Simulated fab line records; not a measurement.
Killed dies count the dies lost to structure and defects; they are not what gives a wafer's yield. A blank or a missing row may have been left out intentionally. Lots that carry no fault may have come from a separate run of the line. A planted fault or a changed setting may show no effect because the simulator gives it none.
8D (eight disciplines) problem report, filled in by code | flow gf180mcu | the parts of the form that need people (team, actions taken, sign-off) are left out

1. THE ISSUE
heater power total W at GF_PSD_SOFTBAKE_03 reads a mean of 60.04 W on 6 wafers of 2 lots; wafers without a fault read 56.60 W with a standard deviation of 0.044. That is +78 standard deviations from the usual mean.
The step: time 60 s.
First observed at day 20 01:18: wafer L995.2, on litho track-04. The record holds 42 wafers of 14 lots with a number at this step. Rule for "out" (also "out of limits"): further than 4 standard deviations from the usual mean. Any other wafer with a number is counted as sound.

2. WHAT IT IS, AND WHAT IT ISN'T
question                    | is                                 | is not
which readings at this step | heater power total W, run length s | chill plate temp C
which lots                  | L995, L996                         | L977, L978, L979, L981, L982, L984, L985, L986, L987, L988, L989, L999
which wafers of those lots  | all that have a number             | -
read on which tools         | litho track-04                     | litho track-01, litho track-03
when                        | from day 20 01:18                  | up to then (33 sound wafers); but 3 sound wafers of L999 came after

3. THE SUSPECTS, EACH WITH WHAT RULES IT OUT
Counting: a tool stays on the suspect list if, at a process step up to the reading, it processed all lots that are out and no sound lot following the first of them.
- litho track-04 at GF_PSD_SOFTBAKE_03 (time 60 s): kept. Every lot that is out went through it, starting with L995 (day 20 01:18), and after that it ran no sound lot; the last sound lot it ran before then is L986 (day 16 17:24). Out on those wafers are its own readings of heater power total W, run length s.
Remaining after the count: litho track-04 at GF_PSD_SOFTBAKE_03.

4. THE CAUSE (what the simulator had put in)
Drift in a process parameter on litho track-04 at GF_PSD_SOFTBAKE_03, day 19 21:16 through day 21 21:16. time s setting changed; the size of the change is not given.
Counting left only this tool.

5. THE CHAIN OF EFFECTS, in route order
Each row: a reading where the mean over the struck wafers with a number is more than 3 standard deviations away from the usual. Readings are gone through only where the record gives a usual standard deviation; hours: the median, over the lots, of the time from a lot's start at the first step in this table giving one to that lot's start at this step; sigmas: the change measured in usual standard deviations.
hours | step               | reading              | usual   | on struck wafers | change | sigmas
0     | GF_PSD_SOFTBAKE_03 | heater power total W | 56.60 W | 60.04            | +3.44  | +78
0     | GF_PSD_SOFTBAKE_03 | run length s         | 88.96 s | 79.46            | -9.50  | -59
Here are the process steps it includes:
- GF_PSD_SOFTBAKE_03: time 60 s.
Later measuring or inspecting steps at which every struck wafer that the step has a row for has a number for every such reading, and none has moved that far: GF_CONTACT_THK_MEAS_01.

6. WHAT WOULD HAVE CAUGHT IT SOONER
In this record the first reading out of limits was taken at day 20 01:18, 4 hours after the fault began at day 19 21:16.
